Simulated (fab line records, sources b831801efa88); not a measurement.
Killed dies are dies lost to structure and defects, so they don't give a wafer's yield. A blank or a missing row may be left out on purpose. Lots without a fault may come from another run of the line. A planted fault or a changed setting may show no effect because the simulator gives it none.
One fault seen from 2 desks | flow sky130 | each desk has only its own numbers; what lay behind them comes last

THE TOOL OWNER'S DESK: rtp_anneal-01
The tool's own readings at SKY_SD_N_RTA_14 (time 2 s): means of the sampled wafers that have a number, for each lot that ran on this tool. A lot is out of limits, marked OUT, if its mean lies more than 4 standard deviations from the usual mean; the brackets give that distance.
Columns: A = lamp_power_pct at SKY_SD_N_RTA_14, usual 15.73 %; B = ramp_up_c_per_s at SKY_SD_N_RTA_14, usual 150.00; C = wafer_temp_C_max at SKY_SD_N_RTA_14, usual 1078.2
lot  | first seen here | A     | B                       | C
L314 | day 28 05:08    | 15.75 | 150.01                  | 1078.6
L318 | day 29 10:50    | 15.72 | 149.99                  | 1079.3
L325 | day 32 14:35    | 15.75 | 45.00 (-99 or more) OUT | 1078.5
L326 | day 32 18:50    | 15.74 | 44.98 (-99 or more) OUT | 1078.3
This desk's finding: out of limits on L325, L326; first on L325, day 32 14:35 (ramp_up_c_per_s at SKY_SD_N_RTA_14). In limits: L314, L318.

THE METROLOGY DESK
What the gauges read, lot by lot, whatever tool the lot ran on: means of the sampled wafers that have a number. A lot is out of limits, marked OUT, if its mean lies more than 4 standard deviations from the usual mean; the brackets give that distance.
Columns: A = cd_nm at SKY_SD_N_CD_MEAS_07, usual 379.2 nm; B = SD_N_OVL at SKY_SD_N_OVL_MEAS_08, usual -0.1 nm; C = SD_N_TW at SKY_SD_N_TW_MEAS_12, usual 3988
lot  | first seen here | A     | B    | C
L314 | day 28 04:28    | 378.9 | 1.2  | 3986
L318 | day 29 10:10    | 382.6 | 0.2  | 4026
L325 | day 32 13:55    | 377.4 | 0.2  | 3984
L326 | day 32 18:10    | 376.8 | -1.0 | 3973
L333 | day 34 11:53    | 383.5 | -1.7 | 4006
L335 | day 35 02:26    | 379.4 | -1.4 | 4020
This desk's finding: nothing out of limits on any of the 6 lots.

PUT TOGETHER
The tool owner's desk could have raised an alarm at day 32 14:35, on L325, L326.
The metrology desk saw nothing out of limits.
The metrology desk has L325, L326 on record, within its limits.
Of the lots named, all ran SKY_SD_N_RTA_14 on rtp_anneal-01.

WHAT THE SIMULATOR HAD PUT IN
Process parameter drift: rtp_anneal-01, from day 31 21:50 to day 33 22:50, at SKY_SD_N_RTA_14. Setting ramp_up_c_per_s, moved by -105, from 150. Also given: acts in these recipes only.
Lots struck among those shown: L325, L326.
Hours from the fault's start to each desk's first reading out of limits: the tool owner's desk, 17.
